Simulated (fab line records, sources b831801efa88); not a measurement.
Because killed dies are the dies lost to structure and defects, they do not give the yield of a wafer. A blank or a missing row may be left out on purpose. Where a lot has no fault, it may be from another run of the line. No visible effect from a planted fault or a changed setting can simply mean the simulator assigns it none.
fab line records ; flow sky130
[record] lots = 7; wafers = 21; lastDay = 50
route steps=708 shown POLY_GATE@235 LDD_N@237
lots that met no fault: taken from a fault-free run of the same line
startH: the number of hours between the record's first day and the start of the first shown wafer of the lot ; waitH: hours elapsed since this lot's preceding step ; " as in the row above ; L1.1+2: one row covering several wafers at once ; - value missing, or start not given ; * or withheld: withheld ; < > ~ a bound
route shown NAME@n: names a module that has steps shown in the file, with the first one's number in the route ; usual: the fault-free wafers' mean and standard deviation ; same: alike in all rows ; chamber/n: place in a boat ; sites: per-site readings ; _std_site: the values' standard deviation ; _edge_site: outer sites' mean less inner sites' ; radiusMm: for every site, how far away it sits from the centre of the wafer ; mask NAME#n: copy n ; behind: the tool/chamber that last shaped the wafer ; hold: cause of the lot's hold/its duration in hours/its outcome ; device: transistor that didn't switch, given as n, p or np ; end of line: tests of these same wafers at the route's end ; for a step that has no rows: nothing shown but its recipe ; killed: count of dies lost to structure and defects at first sort (not the wafer's yield) ; map: per-die view of a wafer (x killed, . not killed, _ where there is no die)
set.NAME: setting as actually run; set.NAME@STEP: the setting as run at that earlier step ; model.NAME: the simulator's own value behind a step, which no gauge read
lots at some steps of the route; a table a step, a row a wafer
services: from which hour (startH, from the record's first day; less than 0 if before it) a tool's chamber was out of use, for how many hours, and why
[[steps]]
[step SKY_POLY_GATE_THK_MEAS_21]
[recipe] reads = SiO2_of_POLY_GATE_OXIDATION_20
[usual] POLY_GATE_OXIDATION_THK = 4.04/0.067
lot.wafer;tool;chamber;startH;waitH;POLY_GATE_OXIDATION_THK[nm]
L556.2;filmMetro-03;-;382.75;0.0;4.01
L556.3;filmMetro-03;-;382.75;0.0;4.14
L556.4;filmMetro-03;-;382.75;0.0;4.04
L559.1;filmMetro-03;-;425.02;0.0;4.03
L559.3;filmMetro-03;-;425.02;0.0;3.90
L559.6;filmMetro-03;-;425.02;0.0;3.96
L560.2;filmMetro-01;-;427.67;0.0;4.16
L560.4;filmMetro-01;-;427.67;0.0;4.11
L560.6;filmMetro-01;-;427.67;0.0;4.08
L561.1;filmMetro-01;-;432.93;0.0;4.04
L561.5;filmMetro-01;-;432.93;0.0;4.03
L561.6;filmMetro-01;-;432.93;0.0;3.96
L562.1;filmMetro-03;-;439.97;0.0;4.06
L562.2;filmMetro-03;-;439.97;0.0;3.97
L562.5;filmMetro-03;-;439.97;0.0;4.09
L572.2;filmMetro-01;-;529.41;0.0;3.95
L572.3;filmMetro-01;-;529.41;0.0;3.97
L572.4;filmMetro-01;-;529.41;0.0;4.04
L575.1;filmMetro-01;-;556.65;0.0;4.10
L575.2;filmMetro-01;-;556.65;0.0;4.15
L575.3;filmMetro-01;-;556.65;0.0;4.20
[step SKY_POLY_GATE_CD_MEAS_22]
[usual] cdNm = 149.4/1.5
lot.wafer;tool;chamber;startH;waitH;cdNm
L556.2;cdSem-02;-;382.92;0.2;149.3
L556.3;cdSem-02;-;382.92;0.2;151.5
L556.4;cdSem-02;-;382.92;0.2;150.2
L559.1;cdSem-01;-;425.08;0.1;150.9
L559.3;cdSem-01;-;425.08;0.1;148.7
L559.6;cdSem-01;-;425.08;0.1;151.5
L560.2;cdSem-02;-;427.75;0.1;150.9
L560.4;cdSem-02;-;427.75;0.1;152.3
L560.6;cdSem-02;-;427.75;0.1;151.0
L561.1;cdSem-02;-;432.99;0.1;146.8
L561.5;cdSem-02;-;432.99;0.1;153.6
L561.6;cdSem-02;-;432.99;0.1;148.2
L562.1;cdSem-01;-;440.03;0.1;149.3
L562.2;cdSem-01;-;440.03;0.1;151.0
L562.5;cdSem-01;-;440.03;0.1;151.4
L572.2;cdSem-01;-;529.49;0.1;150.4
L572.3;cdSem-01;-;529.49;0.1;149.4
L572.4;cdSem-01;-;529.49;0.1;147.1
L575.1;cdSem-01;-;556.71;0.1;147.4
L575.2;cdSem-01;-;556.71;0.1;148.4
L575.3;cdSem-01;-;556.71;0.1;148.8
[step SKY_LDD_N_DEHYDRATE_00]
[recipe] tempC = 200; timeS = 60
[step SKY_LDD_N_HMDS_01]
[recipe] primeTimeS = 60; primeTempC = 120
[step SKY_LDD_N_COAT_02]
[recipe] resist = NOVOLAK; spinRpm = 3000; resistThkNm = 300
[step SKY_LDD_N_SOFTBAKE_03]
[recipe] tempC = 90; timeS = 60; resist = NOVOLAK
[step SKY_LDD_N_EXPOSE_04]
[recipe] maskId = NTM; targetCdNm = 840; na = 0.6; sourceShape = conventional; sigmaOuter = 0.6; doseMj = 110
[step SKY_LDD_N_PEB_05]
[recipe] tempC = withheld; timeS = *; resist = NOVOLAK
[step SKY_LDD_N_DEVELOP_06]
[recipe] developTimeS = 60; devTempC = 23
[step SKY_LDD_N_OVL_MEAS_07]
[usual] LDD_N_OVL = 0.5/1.6
lot.wafer;tool;chamber;startH;waitH;LDD_N_OVL[nm]
L556.2;overlay-01;-;412.22;0.1;1.9
L556.3;overlay-01;-;412.22;0.1;1.2
L556.4;overlay-01;-;412.22;0.1;0.4
L559.1;overlay-01;-;455.57;0.1;1.0
L559.3;overlay-01;-;455.57;0.1;1.1
L559.6;overlay-01;-;455.57;0.1;0.0
L560.2;overlay-01;-;458.35;0.1;-0.1
L560.4;overlay-01;-;458.35;0.1;-0.2
L560.6;overlay-01;-;458.35;0.1;0.0
L561.1;overlay-01;-;464.02;0.1;2.4
L561.5;overlay-01;-;464.02;0.1;2.6
L561.6;overlay-01;-;464.02;0.1;3.2
L562.1;overlay-01;-;471.22;0.1;1.4
L562.2;overlay-01;-;471.22;0.1;1.0
L562.5;overlay-01;-;471.22;0.1;-0.2
L572.2;overlay-01;-;559.58;0.1;-0.8
L572.3;overlay-01;-;559.58;0.1;-0.1
L572.4;overlay-01;-;559.58;0.1;0.1
L575.1;overlay-01;-;586.47;0.1;-1.3
L575.2;overlay-01;-;586.47;0.1;0.4
L575.3;overlay-01;-;586.47;0.1;-1.5
[step SKY_LDD_N_IMPLANT_08]
[recipe] species = As; energyKev = 20; doseCm2 = 7.5e+13; tiltDeg = withheld; rotationDeg = 23
[step SKY_LDD_N_IMPLANT_09]
[recipe] species = As; energyKev = 20; doseCm2 = 7.5e+13; tiltDeg = withheld; rotationDeg = 113
[step SKY_LDD_N_IMPLANT_10]
[recipe] species = As; energyKev = 20; doseCm2 = 7.5e+13; tiltDeg = withheld; rotationDeg = 203
[usual] beamEnergyKeV = 20.001/0.0063; beamOnS = 9.99/0.19; endStationPressureTorr = 5.33e-06/2.7e-07
lot.wafer;tool;chamber;startH;waitH;beamEnergyKeV;beamOnS;endStationPressureTorr
L556.2;implanter-01;0;412.58;0.1;20.005;9.90;5.77e-06
L556.3;implanter-01;0;412.58;0.1;20.003;9.94;5.27e-06
L556.4;implanter-01;0;412.58;0.1;19.997;10.23;5.62e-06
L559.1;implanter-02;0;455.90;0.1;20.006;10.15;5.3e-06
L559.3;implanter-02;0;455.90;0.1;20.001;10.24;5.92e-06
L559.6;implanter-02;0;455.90;0.1;20.000;10.09;5.25e-06
L560.2;implanter-03;-;458.71;0.1;-;-;-
L560.4;implanter-03;-;458.71;0.1;-;-;-
L560.6;implanter-03;-;458.71;0.1;-;-;-
L561.1;implanter-03;-;464.35;0.1;-;-;-
L561.5;implanter-03;-;464.35;0.1;-;-;-
L561.6;implanter-03;-;464.35;0.1;-;-;-
L562.1;implanter-01;-;471.56;0.1;-;-;-
L562.2;implanter-01;-;471.56;0.1;-;-;-
L562.5;implanter-01;-;471.56;0.1;-;-;-
L572.2;implanter-02;0;559.93;0.1;19.996;10.34;5.2e-06
L572.3;implanter-02;0;559.93;0.1;19.996;10.02;5.23e-06
L572.4;implanter-02;0;559.93;0.1;19.988;9.85;5.28e-06
L575.1;implanter-02;0;586.81;0.1;20.003;9.99;6.13e-06
L575.2;implanter-02;0;586.81;0.1;19.999;9.85;5.24e-06
L575.3;implanter-02;0;586.81;0.1;19.998;10.19;5.45e-06
[step SKY_LDD_N_IMPLANT_11]
[recipe] species = As; energyKev = 20; doseCm2 = 7.5e+13; tiltDeg = withheld; rotationDeg = 293
[step SKY_LDD_N_IMPLANT_12]
[recipe] species = BF2; energyKev = 50; doseCm2 = 5e+12; tiltDeg = 30; rotationDeg = 0
[step SKY_LDD_N_IMPLANT_13]
[recipe] species = BF2; energyKev = 50; doseCm2 = 5e+12; tiltDeg = 30; rotationDeg = 90
[step SKY_LDD_N_IMPLANT_14]
[recipe] species = BF2; energyKev = 50; doseCm2 = 5e+12; tiltDeg = 30; rotationDeg = 180
[step SKY_LDD_N_IMPLANT_15]
[recipe] species = BF2; energyKev = 50; doseCm2 = 5e+12; tiltDeg = 30; rotationDeg = 270
[step SKY_LDD_N_STRIP_16]
[recipe] chemistry = O2/N2; powerW = 1400; pressureMtorr = 1500; platenTempC = withheld; o2FlowSccm = 3000; n2FlowSccm = 300; overashFraction = 0.5
[usual] drypumpMotorCurrentA = 5.7/0.58; oesProductAu = 0.407/0.0047; stripTimeToEndpointS = 4.317/0.013
lot.wafer;tool;chamber;startH;waitH;drypumpMotorCurrentA;oesProductAu;rfHoursCounterH;stripTimeToEndpointS
L556.2;plasmaAsher-03;0;413.45;0.1;6.7;0.409;27;4.323
L556.3;plasmaAsher-03;1;413.45;0.1;5.9;0.406;-;4.333
L556.4;plasmaAsher-03;0;413.45;0.1;6.7;0.405;-;4.324
L559.1;plasmaAsher-03;0;456.80;0.1;6.7;0.404;32;4.339
L559.3;plasmaAsher-03;0;456.80;0.1;6.7;0.404;-;4.337
L559.6;plasmaAsher-03;0;456.80;0.1;6.7;0.403;-;4.318
L560.2;plasmaAsher-03;1;459.58;0.1;5.9;0.409;32;4.142
L560.4;plasmaAsher-03;1;459.58;0.1;5.9;0.406;-;4.130
L560.6;plasmaAsher-03;0;459.58;0.1;6.7;0.411;-;4.134
L561.1;plasmaAsher-04;0;465.25;0.1;5.0;0.400;63;4.162
L561.5;plasmaAsher-04;1;465.25;0.1;5.3;0.413;-;4.149
L561.6;plasmaAsher-04;0;465.25;0.1;5.0;0.420;-;4.157
L562.1;plasmaAsher-04;1;472.46;0.1;5.3;0.402;64;4.147
L562.2;plasmaAsher-04;0;472.46;0.1;5.0;0.415;64;4.144
L562.5;plasmaAsher-04;1;472.46;0.1;5.3;0.418;-;4.122
L572.2;plasmaAsher-04;1;560.81;0.1;5.3;0.415;73;4.326
L572.3;plasmaAsher-04;1;560.81;0.1;5.3;0.406;-;4.341
L572.4;plasmaAsher-04;0;560.81;0.1;5.0;0.396;-;4.315
L575.1;plasmaAsher-03;0;587.71;0.1;6.7;0.409;42;4.320
L575.2;plasmaAsher-03;1;587.71;0.1;5.9;0.400;42;4.314
L575.3;plasmaAsher-03;1;587.71;0.1;5.9;0.412;-;4.320
[step SKY_LDD_N_TW_MEAS_17]
[usual] LDD_N_TW = 2596/29
lot.wafer;tool;chamber;startH;waitH;LDD_N_TW
L556.2;filmMetro-01;-;413.56;0.1;2614
L556.3;filmMetro-01;-;413.56;0.1;2637
L556.4;filmMetro-01;-;413.56;0.1;2626
L559.1;filmMetro-01;-;456.90;0.1;2615
L559.3;filmMetro-01;-;456.90;0.1;2625
L559.6;filmMetro-01;-;456.90;0.1;2635
L560.2;filmMetro-04;-;459.69;0.1;2409
L560.4;filmMetro-04;-;459.69;0.1;2391
L560.6;filmMetro-04;-;459.69;0.1;2413
L561.1;filmMetro-01;-;465.35;0.1;2472
L561.5;filmMetro-01;-;465.35;0.1;2492
L561.6;filmMetro-01;-;465.35;0.1;2490
L562.1;filmMetro-02;-;472.56;0.1;2455
L562.2;filmMetro-02;-;472.56;0.1;2454
L562.5;filmMetro-02;-;472.56;0.1;2454
L572.2;filmMetro-04;-;560.92;0.1;2580
L572.3;filmMetro-04;-;560.92;0.1;2564
L572.4;filmMetro-04;-;560.92;0.1;2564
L575.1;filmMetro-02;-;587.81;0.1;2605
L575.2;filmMetro-02;-;587.81;0.1;2599
L575.3;filmMetro-02;-;587.81;0.1;2611
[[services]]
tool;chamber;startH;hours;kind
implanter-03;-;405.34;4.0;repair
plasmaAsher-04;-;429.90;0.6;repair
implanter-03;-;454.91;2.4;repair
implanter-03;-;468.23;0.7;repair
plasmaAsher-03;-;478.63;11.4;repair
plasmaAsher-03;-;491.73;2.8;pm
implanter-02;-;551.21;1.6;repair
plasmaAsher-03;-;553.36;14.6;pm
implanter-03;-;570.89;3.9;repair
plasmaAsher-04;-;584.14;2.7;repair
[[key]]
[firstSign] step = SKY_LDD_N_IMPLANT_10; reading = toolRecord; direction = missing
[effect] step = SKY_LDD_N_STRIP_16; reading = stripTimeToEndpointS; direction = down; sigmas = 13; usual = *; struck = *
[effect] step = SKY_LDD_N_TW_MEAS_17; reading = LDD_N_TW; direction = down; sigmas = 5.1; usual = 2596; struck = 2448
metAt SKY_LDD_N_IMPLANT_10
struckWafers L560.2,L560.4,L560.6,L561.1,L561.5,L561.6,L562.1,L562.2,L562.5
laterRowsLeftOut L560.2,L560.4,L560.6,L561.1,L561.5,L561.6,L562.1,L562.2,L562.5
sortLeftOut L560.2,L560.4,L560.6,L561.1,L561.5,L561.6,L562.1,L562.2,L562.5
testerLeftOut L560,L561,L562
onsetBetween 412.58 458.71
[fault] kind = skippedStepWhole; tool = implanter-01,implanter-03; chamber = -; onsetH = 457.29; steps = SKY_LDD_N_IMPLANT_10; scope = struckLotsOnly
// testerLeftOut: of these lots the tester's yield and bins aren't shown, on N5 and GAA mostly nor the transistor test; their killed dies are dies lost to structure and defects alone, not to doping, threshold or leakage, so they don't give the yield
// sortLeftOut: the simulated sort isn't trusted on such a fault, so these wafers' sort isn't shown, and their yield isn't known
// laterRowsLeftOut: the simulator's readings of these wafers behind a module that went badly wrong aren't trusted and aren't shown, but for the sort
